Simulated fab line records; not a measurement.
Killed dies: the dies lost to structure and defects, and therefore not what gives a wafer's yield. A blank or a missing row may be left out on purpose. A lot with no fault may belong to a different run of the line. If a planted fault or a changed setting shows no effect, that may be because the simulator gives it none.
A sampling plan put to the test | flow sfq_line | each of the 57 faults these records tell of, on one fab line, judged from the records of the lots it struck
What counts as the plan is the set of the line's own looks, namely the steps on the route at which a gauge or an inspection reads a wafer and does not change it. A look is open to judgement when struck wafers have a number at it and the file gives its usual mean and standard deviation on fault-free wafers. Caught: a look later than the fault's first step finds the struck wafers' mean 4 or more of those standard deviations (sigma) from the usual mean. On the tool: here the same test is run on the tool's own readings at the fault's steps. Another recipe on the struck wafers, or a record that is blank for them alone, also counts as caught.

## THE FAULTS, as the simulator had put them in
1. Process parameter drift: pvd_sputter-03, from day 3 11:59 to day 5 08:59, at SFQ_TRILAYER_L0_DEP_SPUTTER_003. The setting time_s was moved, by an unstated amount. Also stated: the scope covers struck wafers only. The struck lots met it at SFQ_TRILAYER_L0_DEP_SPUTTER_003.
2. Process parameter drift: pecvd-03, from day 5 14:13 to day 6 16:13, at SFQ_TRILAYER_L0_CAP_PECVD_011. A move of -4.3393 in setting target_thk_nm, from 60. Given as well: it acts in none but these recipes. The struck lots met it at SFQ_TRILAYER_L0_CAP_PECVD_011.
3. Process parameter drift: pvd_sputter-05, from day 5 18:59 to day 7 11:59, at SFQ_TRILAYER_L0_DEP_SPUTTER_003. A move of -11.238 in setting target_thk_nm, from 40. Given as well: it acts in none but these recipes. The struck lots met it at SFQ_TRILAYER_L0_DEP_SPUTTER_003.
4. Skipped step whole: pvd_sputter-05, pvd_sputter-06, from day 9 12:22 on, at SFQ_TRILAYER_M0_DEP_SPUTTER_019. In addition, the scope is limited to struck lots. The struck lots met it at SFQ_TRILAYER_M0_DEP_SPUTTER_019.
5. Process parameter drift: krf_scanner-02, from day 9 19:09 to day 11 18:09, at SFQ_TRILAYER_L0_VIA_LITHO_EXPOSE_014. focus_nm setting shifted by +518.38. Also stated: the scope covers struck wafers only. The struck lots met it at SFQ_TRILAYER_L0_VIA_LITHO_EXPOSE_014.
6. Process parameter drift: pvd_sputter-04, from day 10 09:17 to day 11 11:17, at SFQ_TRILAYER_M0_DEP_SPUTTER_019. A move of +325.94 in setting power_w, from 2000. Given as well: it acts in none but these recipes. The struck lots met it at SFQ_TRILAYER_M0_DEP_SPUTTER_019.
7. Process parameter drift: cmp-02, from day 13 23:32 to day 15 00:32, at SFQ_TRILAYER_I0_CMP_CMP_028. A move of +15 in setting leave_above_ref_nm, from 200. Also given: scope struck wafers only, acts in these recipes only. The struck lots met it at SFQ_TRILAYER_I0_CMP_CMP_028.
8. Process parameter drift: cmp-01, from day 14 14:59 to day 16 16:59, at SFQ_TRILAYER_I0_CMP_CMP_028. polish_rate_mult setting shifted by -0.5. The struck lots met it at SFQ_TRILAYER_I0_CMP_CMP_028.
9. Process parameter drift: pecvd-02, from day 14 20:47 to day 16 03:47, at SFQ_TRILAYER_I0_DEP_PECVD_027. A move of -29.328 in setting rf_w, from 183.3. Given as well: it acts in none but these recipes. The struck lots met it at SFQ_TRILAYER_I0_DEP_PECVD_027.
10. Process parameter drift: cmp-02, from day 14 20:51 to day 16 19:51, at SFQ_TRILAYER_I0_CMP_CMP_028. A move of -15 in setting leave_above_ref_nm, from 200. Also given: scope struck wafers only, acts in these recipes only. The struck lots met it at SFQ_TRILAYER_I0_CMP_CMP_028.
11. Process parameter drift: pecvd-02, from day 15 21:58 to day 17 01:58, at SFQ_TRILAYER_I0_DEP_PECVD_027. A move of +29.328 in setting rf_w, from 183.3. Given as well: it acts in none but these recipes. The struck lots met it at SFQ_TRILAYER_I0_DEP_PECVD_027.
12. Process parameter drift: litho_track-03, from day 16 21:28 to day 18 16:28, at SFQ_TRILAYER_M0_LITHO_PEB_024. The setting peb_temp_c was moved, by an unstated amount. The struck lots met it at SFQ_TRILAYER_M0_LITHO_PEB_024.
13. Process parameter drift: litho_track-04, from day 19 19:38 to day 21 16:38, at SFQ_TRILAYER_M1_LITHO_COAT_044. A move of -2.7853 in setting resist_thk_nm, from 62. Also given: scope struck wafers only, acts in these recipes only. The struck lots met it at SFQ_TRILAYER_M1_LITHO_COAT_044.
14. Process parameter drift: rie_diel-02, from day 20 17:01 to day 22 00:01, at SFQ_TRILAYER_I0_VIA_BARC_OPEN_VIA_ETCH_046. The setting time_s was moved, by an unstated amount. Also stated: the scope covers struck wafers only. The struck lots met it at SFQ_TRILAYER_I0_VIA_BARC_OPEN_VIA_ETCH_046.
15. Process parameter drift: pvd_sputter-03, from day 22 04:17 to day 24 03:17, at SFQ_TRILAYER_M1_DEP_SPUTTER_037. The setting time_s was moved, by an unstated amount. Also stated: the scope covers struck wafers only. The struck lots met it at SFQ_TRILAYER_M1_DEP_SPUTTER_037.
16. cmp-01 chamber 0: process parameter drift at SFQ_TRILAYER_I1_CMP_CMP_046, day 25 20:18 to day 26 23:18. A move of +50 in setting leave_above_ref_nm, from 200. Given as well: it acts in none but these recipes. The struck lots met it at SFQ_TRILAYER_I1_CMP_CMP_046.
17. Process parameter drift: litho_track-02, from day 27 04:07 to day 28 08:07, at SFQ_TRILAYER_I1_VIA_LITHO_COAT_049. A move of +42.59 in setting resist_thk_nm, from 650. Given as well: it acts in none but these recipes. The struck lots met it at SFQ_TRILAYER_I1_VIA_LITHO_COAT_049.
18. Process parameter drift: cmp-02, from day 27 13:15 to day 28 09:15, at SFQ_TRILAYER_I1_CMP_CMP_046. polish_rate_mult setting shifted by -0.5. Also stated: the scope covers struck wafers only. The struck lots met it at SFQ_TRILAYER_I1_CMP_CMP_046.
19. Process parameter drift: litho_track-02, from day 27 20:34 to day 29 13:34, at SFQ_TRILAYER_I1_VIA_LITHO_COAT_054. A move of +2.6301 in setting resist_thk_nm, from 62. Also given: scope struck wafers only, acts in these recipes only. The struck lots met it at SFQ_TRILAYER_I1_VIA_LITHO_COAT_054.
20. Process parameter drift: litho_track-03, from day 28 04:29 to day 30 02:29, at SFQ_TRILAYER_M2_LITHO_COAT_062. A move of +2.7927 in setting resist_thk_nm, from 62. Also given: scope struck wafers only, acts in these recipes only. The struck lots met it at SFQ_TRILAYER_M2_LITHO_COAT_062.
21. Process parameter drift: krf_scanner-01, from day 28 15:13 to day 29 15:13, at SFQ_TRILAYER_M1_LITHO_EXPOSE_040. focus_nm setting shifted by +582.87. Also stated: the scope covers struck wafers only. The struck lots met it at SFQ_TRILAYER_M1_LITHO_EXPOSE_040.
22. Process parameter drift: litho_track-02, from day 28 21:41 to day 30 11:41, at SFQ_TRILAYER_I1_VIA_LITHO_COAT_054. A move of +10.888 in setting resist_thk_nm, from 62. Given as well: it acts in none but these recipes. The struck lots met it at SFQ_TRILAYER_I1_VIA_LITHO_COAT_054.
23. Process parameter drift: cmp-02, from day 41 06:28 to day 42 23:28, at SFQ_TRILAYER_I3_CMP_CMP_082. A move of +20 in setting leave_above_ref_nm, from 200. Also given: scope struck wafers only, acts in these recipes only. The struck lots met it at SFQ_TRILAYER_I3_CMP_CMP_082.
24. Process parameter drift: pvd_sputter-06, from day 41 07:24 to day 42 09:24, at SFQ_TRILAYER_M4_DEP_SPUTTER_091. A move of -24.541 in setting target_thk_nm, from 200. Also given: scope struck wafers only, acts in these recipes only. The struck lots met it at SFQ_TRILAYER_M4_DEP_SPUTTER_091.
25. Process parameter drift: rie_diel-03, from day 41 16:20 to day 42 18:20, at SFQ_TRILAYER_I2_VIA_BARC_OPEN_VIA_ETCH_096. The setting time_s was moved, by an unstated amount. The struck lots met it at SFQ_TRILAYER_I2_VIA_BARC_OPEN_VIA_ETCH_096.
26. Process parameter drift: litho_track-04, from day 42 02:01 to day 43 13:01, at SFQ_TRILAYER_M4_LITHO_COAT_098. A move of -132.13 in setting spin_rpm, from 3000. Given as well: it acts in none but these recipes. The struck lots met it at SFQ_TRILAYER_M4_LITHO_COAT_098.
27. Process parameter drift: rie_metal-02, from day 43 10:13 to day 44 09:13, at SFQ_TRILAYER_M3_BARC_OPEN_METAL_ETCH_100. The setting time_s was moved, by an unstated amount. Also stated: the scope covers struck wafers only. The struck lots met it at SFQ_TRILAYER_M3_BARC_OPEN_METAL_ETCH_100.
28. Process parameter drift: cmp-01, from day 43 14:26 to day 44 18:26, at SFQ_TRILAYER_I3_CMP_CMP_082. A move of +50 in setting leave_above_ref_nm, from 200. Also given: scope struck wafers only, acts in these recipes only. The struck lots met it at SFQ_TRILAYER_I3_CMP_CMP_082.
29. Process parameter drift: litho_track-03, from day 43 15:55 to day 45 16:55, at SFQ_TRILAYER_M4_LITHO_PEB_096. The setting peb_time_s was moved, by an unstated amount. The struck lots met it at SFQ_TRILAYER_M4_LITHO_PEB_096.
30. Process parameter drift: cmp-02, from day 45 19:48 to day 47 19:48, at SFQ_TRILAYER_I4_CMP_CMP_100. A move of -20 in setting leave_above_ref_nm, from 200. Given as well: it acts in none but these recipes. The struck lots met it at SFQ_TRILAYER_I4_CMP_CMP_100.
31. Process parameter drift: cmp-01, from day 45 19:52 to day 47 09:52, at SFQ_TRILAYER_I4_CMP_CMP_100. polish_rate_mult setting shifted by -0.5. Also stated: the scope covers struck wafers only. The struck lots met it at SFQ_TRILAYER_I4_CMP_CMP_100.
32. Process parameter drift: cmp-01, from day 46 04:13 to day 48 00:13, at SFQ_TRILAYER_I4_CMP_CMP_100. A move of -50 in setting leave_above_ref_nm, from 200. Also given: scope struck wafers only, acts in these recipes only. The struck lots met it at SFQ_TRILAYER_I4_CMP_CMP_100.
33. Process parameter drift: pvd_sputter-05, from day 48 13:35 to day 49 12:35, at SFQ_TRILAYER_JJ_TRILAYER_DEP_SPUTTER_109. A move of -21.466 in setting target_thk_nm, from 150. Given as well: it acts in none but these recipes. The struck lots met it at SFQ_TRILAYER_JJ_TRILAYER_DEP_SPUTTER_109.
34. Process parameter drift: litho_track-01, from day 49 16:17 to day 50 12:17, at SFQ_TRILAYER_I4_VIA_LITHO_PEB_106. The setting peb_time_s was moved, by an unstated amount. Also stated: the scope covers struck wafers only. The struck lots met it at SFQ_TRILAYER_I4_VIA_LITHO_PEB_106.
35. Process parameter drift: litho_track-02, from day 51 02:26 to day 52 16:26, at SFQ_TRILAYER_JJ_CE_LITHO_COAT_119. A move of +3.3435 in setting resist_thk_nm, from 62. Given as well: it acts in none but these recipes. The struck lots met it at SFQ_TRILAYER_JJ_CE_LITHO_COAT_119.
36. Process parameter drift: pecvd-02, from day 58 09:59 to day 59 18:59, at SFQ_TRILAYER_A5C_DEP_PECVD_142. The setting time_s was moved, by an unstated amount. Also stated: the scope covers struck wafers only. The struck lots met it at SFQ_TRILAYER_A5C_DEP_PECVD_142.
37. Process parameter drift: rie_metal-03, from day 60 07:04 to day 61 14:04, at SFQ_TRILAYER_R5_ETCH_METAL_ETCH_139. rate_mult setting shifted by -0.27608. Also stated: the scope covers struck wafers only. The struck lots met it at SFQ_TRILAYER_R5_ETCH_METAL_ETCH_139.
38. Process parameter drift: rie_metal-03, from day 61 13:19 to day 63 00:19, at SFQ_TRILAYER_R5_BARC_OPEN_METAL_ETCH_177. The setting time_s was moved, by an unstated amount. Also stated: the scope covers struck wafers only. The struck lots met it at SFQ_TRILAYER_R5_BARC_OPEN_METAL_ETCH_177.
39. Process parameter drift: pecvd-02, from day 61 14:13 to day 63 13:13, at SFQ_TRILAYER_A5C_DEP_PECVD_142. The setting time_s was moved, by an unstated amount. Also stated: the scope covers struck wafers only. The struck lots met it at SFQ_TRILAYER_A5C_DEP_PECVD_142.
40. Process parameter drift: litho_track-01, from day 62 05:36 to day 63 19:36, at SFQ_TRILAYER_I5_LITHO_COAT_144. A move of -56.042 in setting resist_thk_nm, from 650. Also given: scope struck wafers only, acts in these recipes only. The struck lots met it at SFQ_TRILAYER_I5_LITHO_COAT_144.
41. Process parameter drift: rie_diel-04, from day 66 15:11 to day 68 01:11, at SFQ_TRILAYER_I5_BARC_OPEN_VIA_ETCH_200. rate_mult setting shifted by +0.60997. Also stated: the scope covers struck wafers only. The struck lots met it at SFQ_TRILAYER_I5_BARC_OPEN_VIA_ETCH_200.
42. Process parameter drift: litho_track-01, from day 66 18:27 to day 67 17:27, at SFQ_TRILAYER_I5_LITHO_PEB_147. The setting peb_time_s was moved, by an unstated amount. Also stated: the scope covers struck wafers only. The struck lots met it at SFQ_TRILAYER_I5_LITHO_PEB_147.
43. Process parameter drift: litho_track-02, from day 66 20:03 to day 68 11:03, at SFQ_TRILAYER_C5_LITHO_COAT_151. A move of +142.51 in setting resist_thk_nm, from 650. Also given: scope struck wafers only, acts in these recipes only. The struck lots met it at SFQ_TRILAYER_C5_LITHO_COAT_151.
44. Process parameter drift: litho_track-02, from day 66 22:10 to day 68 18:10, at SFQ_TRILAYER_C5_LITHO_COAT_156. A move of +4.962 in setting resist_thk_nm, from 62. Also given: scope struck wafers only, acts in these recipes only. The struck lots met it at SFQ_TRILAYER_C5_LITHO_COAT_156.
45. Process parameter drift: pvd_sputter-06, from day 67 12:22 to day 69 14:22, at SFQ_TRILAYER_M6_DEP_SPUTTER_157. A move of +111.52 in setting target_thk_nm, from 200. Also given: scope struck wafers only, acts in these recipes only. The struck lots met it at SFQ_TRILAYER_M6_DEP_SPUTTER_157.
46. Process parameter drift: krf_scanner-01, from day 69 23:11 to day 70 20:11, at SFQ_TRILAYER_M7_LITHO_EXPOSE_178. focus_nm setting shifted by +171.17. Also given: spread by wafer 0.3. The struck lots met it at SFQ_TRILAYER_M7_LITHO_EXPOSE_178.
47. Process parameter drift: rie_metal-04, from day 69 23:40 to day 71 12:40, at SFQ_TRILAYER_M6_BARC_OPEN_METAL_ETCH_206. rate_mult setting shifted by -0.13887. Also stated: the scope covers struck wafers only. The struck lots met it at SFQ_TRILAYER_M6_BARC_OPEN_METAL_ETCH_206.
48. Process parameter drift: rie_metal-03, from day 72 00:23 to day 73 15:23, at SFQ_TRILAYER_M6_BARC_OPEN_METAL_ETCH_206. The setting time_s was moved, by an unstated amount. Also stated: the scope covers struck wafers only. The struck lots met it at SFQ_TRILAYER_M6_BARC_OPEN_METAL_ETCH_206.
49. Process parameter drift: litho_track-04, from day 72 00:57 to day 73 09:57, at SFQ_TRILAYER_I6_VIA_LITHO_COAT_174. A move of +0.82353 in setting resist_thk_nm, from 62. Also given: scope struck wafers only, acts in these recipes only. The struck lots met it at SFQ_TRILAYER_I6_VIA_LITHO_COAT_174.
50. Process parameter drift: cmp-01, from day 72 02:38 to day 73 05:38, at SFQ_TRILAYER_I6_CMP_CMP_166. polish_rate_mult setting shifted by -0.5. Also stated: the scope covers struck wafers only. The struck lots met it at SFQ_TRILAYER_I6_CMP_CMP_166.
51. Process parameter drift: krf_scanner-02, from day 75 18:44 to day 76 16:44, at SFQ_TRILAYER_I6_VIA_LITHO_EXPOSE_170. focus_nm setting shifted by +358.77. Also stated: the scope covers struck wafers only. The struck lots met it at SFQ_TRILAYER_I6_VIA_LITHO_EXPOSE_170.
52. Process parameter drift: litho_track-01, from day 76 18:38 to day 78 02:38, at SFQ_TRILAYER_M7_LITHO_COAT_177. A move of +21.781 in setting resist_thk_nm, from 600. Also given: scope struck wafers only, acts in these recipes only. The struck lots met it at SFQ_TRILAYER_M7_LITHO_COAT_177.
53. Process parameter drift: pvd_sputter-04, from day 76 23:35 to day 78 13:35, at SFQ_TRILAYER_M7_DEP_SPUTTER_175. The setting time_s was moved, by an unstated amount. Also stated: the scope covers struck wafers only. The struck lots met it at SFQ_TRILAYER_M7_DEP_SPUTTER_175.
54. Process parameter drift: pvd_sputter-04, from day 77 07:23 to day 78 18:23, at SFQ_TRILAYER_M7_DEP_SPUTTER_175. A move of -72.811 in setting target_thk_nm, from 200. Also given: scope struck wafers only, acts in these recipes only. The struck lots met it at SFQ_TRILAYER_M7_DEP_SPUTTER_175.
55. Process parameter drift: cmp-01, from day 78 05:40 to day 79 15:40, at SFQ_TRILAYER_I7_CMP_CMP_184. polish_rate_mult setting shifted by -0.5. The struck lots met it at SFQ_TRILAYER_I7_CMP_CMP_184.
56. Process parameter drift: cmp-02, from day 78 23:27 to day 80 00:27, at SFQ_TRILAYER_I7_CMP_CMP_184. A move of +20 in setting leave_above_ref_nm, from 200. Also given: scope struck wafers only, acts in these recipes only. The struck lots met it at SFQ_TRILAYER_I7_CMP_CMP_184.
57. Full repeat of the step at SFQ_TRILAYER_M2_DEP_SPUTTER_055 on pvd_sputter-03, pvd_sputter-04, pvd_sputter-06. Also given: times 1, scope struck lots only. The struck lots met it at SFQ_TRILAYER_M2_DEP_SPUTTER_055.

## WHAT THE PLAN SAW
fault | on the tool itself                               | first look that catches it                      | reading, sigma    | median hours from its first step to that look | hours from the fault's start to the first struck lot there | judged looks passed uncaught
1     | under 2 sigma                                    | SFQ_L0_RS_MEAS_901                              | L0_MONX_KI_RS -16 | 0.1                                           | 18                                                         | 0
2     | under 2 sigma                                    | no look after it can be judged                  | -                 | -                                             | -                                                          | 0
3     | under 2 sigma                                    | SFQ_L0_RS_MEAS_901                              | L0_MONX_KI_RS +30 | 0.1                                           | 3                                                          | 0
4     | the tool's record is blank for the struck wafers | no look after it can be judged                  | -                 | -                                             | -                                                          | 0
5     | under 2 sigma                                    | no look after it can be judged                  | -                 | -                                             | -                                                          | 0
6     | cathode_dc_power_W +99 or beyond sigma           | SFQ_M0_RS_MEAS_904                              | M0_NB_RS -9.8     | 0.1                                           | 3                                                          | 0
7     | only faintly: time_to_endpoint_s -2.8 sigma      | not the one look that can be judged after it    | -                 | -                                             | -                                                          | 1
8     | time_to_endpoint_s +8.3 sigma                    | no look after it can be judged                  | -                 | -                                             | -                                                          | 0
9     | rf_fwd_power_W -46 sigma                         | not the one look that can be judged after it    | -                 | -                                             | -                                                          | 1
10    | under 2 sigma                                    | not the one look that can be judged after it    | -                 | -                                             | -                                                          | 1
11    | rf_fwd_power_W +47 sigma                         | not the one look that can be judged after it    | -                 | -                                             | -                                                          | 1
12    | heater_power_total_W -57 sigma                   | not the one look that can be judged after it    | -                 | -                                             | -                                                          | 1
13    | under 2 sigma                                    | no look after it can be judged                  | -                 | -                                             | -                                                          | 0
14    | oes_product_au +8.5 sigma                        | no look after it can be judged                  | -                 | -                                             | -                                                          | 0
15    | under 2 sigma                                    | SFQ_M1_RS_MEAS_909                              | M1_NB_RS +9.8     | 0.1                                           | 21                                                         | 0
16    | time_to_endpoint_s -5.6 sigma                    | not the one look that can be judged after it    | -                 | -                                             | -                                                          | 1
17    | no reading that can be judged                    | not the one look that can be judged after it    | -                 | -                                             | -                                                          | 1
18    | time_to_endpoint_s +8.0 sigma                    | no look after it can be judged                  | -                 | -                                             | -                                                          | 0
19    | no reading that can be judged                    | not the one look that can be judged after it    | -                 | -                                             | -                                                          | 1
20    | under 2 sigma                                    | no look after it can be judged                  | -                 | -                                             | -                                                          | 0
21    | no reading that can be judged                    | none of the 5 looks that can be judged after it | -                 | -                                             | -                                                          | 5
22    | under 2 sigma                                    | no look after it can be judged                  | -                 | -                                             | -                                                          | 0
23    | only faintly: time_to_endpoint_s -2.5 sigma      | no look after it can be judged                  | -                 | -                                             | -                                                          | 0
24    | under 2 sigma                                    | SFQ_M4_RS_MEAS_924                              | M4_NB_RS +12      | 0.1                                           | 4                                                          | 0
25    | oes_product_au +34 sigma                         | no look after it can be judged                  | -                 | -                                             | -                                                          | 0
26    | spin_speed_rpm -77 sigma                         | not the one look that can be judged after it    | -                 | -                                             | -                                                          | 1
27    | oes_product_au -8.4 sigma                        | no look after it can be judged                  | -                 | -                                             | -                                                          | 0
28    | only faintly: time_to_endpoint_s -2.3 sigma      | none of the 3 looks that can be judged after it | -                 | -                                             | -                                                          | 3
29    | no reading that can be judged                    | not the one look that can be judged after it    | -                 | -                                             | -                                                          | 1
30    | under 2 sigma                                    | not the one look that can be judged after it    | -                 | -                                             | -                                                          | 1
31    | time_to_endpoint_s +7.4 sigma                    | no look after it can be judged                  | -                 | -                                             | -                                                          | 0
32    | time_to_endpoint_s +4.0 sigma                    | no look after it can be judged                  | -                 | -                                             | -                                                          | 0
33    | under 2 sigma                                    | no look after it can be judged                  | -                 | -                                             | -                                                          | 0
34    | heater_power_total_W +99 or beyond sigma         | not the one look that can be judged after it    | -                 | -                                             | -                                                          | 1
35    | under 2 sigma                                    | not the one look that can be judged after it    | -                 | -                                             | -                                                          | 1
36    | under 2 sigma                                    | no look after it can be judged                  | -                 | -                                             | -                                                          | 0
37    | oes_product_au -29 sigma                         | none of the 4 looks that can be judged after it | -                 | -                                             | -                                                          | 4
38    | run_length_s +18 sigma                           | no look after it can be judged                  | -                 | -                                             | -                                                          | 0
39    | under 2 sigma                                    | none of the 2 looks that can be judged after it | -                 | -                                             | -                                                          | 2
40    | no reading that can be judged                    | not the one look that can be judged after it    | -                 | -                                             | -                                                          | 1
41    | under 2 sigma                                    | no look after it can be judged                  | -                 | -                                             | -                                                          | 0
42    | heater_power_total_W +24 sigma                   | not the one look that can be judged after it    | -                 | -                                             | -                                                          | 1
43    | under 2 sigma                                    | not the one look that can be judged after it    | -                 | -                                             | -                                                          | 1
44    | under 2 sigma                                    | no look after it can be judged                  | -                 | -                                             | -                                                          | 0
45    | under 2 sigma                                    | SFQ_M6_RS_MEAS_938                              | M6_NB_RS -26      | 0.1                                           | 13                                                         | 0
46    | under 2 sigma                                    | not the one look that can be judged after it    | -                 | -                                             | -                                                          | 1
47    | under 2 sigma                                    | no look after it can be judged                  | -                 | -                                             | -                                                          | 0
48    | oes_product_au +36 sigma                         | no look after it can be judged                  | -                 | -                                             | -                                                          | 0
49    | no reading that can be judged                    | not the one look that can be judged after it    | -                 | -                                             | -                                                          | 1
50    | time_to_endpoint_s +8.1 sigma                    | no look after it can be judged                  | -                 | -                                             | -                                                          | 0
51    | under 2 sigma                                    | not the one look that can be judged after it    | -                 | -                                             | -                                                          | 1
52    | under 2 sigma                                    | not the one look that can be judged after it    | -                 | -                                             | -                                                          | 1
53    | under 2 sigma                                    | SFQ_M7_RS_MEAS_943                              | M7_NB_RS -5.6     | 0.1                                           | 4                                                          | 0
54    | under 2 sigma                                    | SFQ_M7_RS_MEAS_943                              | M7_NB_RS +38      | 0.1                                           | 4                                                          | 0
55    | time_to_endpoint_s +7.3 sigma                    | not the one look that can be judged after it    | -                 | -                                             | -                                                          | 1
56    | only faintly: time_to_endpoint_s -2.2 sigma      | no look after it can be judged                  | -                 | -                                             | -                                                          | 0
57    | under 2 sigma                                    | SFQ_M2_RS_MEAS_914                              | M2_NB_RS -32      | 0.4                                           | -                                                          | 0
Dash: fault not caught, or number not given in these records.

Caught at a look: 9 of 57. Caught on the tool: 21 of 57. By one or the other: 29 of 57.
Faults caught by the tool alone: 4, 8, 9, 11, 12, 14, 16, 18, 25, 26, 27, 31, 32, 34, 37, 38, 42, 48, 50, 55.
Caught at a look alone: faults 1, 3, 15, 24, 45, 53, 54, 57.
Caught by neither: faults 2, 5, 7, 10, 13, 17, 19, 20, 21, 22, 23, 28, 29, 30, 33, 35, 36, 39, 40, 41, 43, 44, 46, 47, 49, 51, 52, 56.

## THINNER SAMPLING
Were the look that catches a fault to measure just every second or every third lot (counted by lot number), the first struck lot would, at worst, be measured this late:
fault | struck lots at that look, in order of time | every lot | every second lot | every third lot
1     | L785, L787                                 | 18 h      | may miss all 2   | may miss all 2
3     | L156, L157                                 | 3 h       | 8 h              | may miss all 2
6     | L356, L357, L358                           | 3 h       | 12 h             | 21 h
15    | L185, L187                                 | 21 h      | may miss all 2   | may miss all 2
24    | L958                                       | 4 h       | may miss it      | may miss it
45    | L779, L780                                 | 13 h      | 16 h             | may miss all 2
53    | L843, L846                                 | 4 h       | 12 h             | may miss all 2
54    | L532, L534, L537                           | 4 h       | 15 h             | may miss all 3
Hours are from the fault's start to the first struck lot that is measured. The test against the limit of 4 sigma pooled every struck wafer, which means one lot taken alone may stay below that limit. Other struck lots may not be in these records.

## THE LONGEST TIMED WAY FROM STEP TO LOOK
In fault 57, a median of 0.4 hours elapses between SFQ_TRILAYER_M2_DEP_SPUTTER_055 and SFQ_M2_RS_MEAS_914. No look between them can be judged.
